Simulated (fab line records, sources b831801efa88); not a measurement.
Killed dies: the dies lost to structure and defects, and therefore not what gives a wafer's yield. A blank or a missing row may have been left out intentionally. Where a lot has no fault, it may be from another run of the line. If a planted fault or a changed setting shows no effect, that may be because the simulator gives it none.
Matching of chambers -- flow gf180mcu -- GF_V3_CVD_02 on pecvd-04 has 3 sister chambers
The step deposits SiO2 from TEOS, target thk 850 nm, time 94.851 s. 6 wafers are shown with their chamber, then 8 later ones without.

## WAFERS WITH THEIR CHAMBER
wafer,chamber,heater-power-w (W)
L487.5,1,626
L490.3,2,680
L490.5,2,729
L497.4,0,790
L497.6,1,586
L501.1,0,768

## WAFERS WITH NO CHAMBER GIVEN
wafer,heater-power-w (W)
L501.2,627
L501.6,701
L504.1,748
L504.2,774
L504.3,612
L505.1,751
L505.3,609
L505.4,693

## WHICH CHAMBER EACH WENT THROUGH
wafer,from the rows above,in truth
L501.2,1,1
L501.6,2,2
L504.1,can't be placed: 0 or 2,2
L504.2,0,0
L504.3,1,1
L505.1,can't be placed: 0 or 2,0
L505.3,1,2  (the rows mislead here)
L505.4,2,2
Correct placement for 5 of the 8. Cannot be placed on the basis of these rows: 2; the candidates contain the true chamber in 2. 1 placed wrongly.
How it was worked out, from the rows above alone: a wafer's distance from a chamber is the root of the sum, over the readings, of the square of ((its reading less the chamber's mean) divided by the reading's scatter). If the next closest chamber is less than 2 further off than the closest, the wafer can't be placed; otherwise it belongs to the closest. Each chamber's mean is taken over the wafers shown for it. The scatter is the square root of a quotient: the sum, over the shown wafers, of each reading's squared deviation from its chamber's mean, divided by wafers minus chambers.
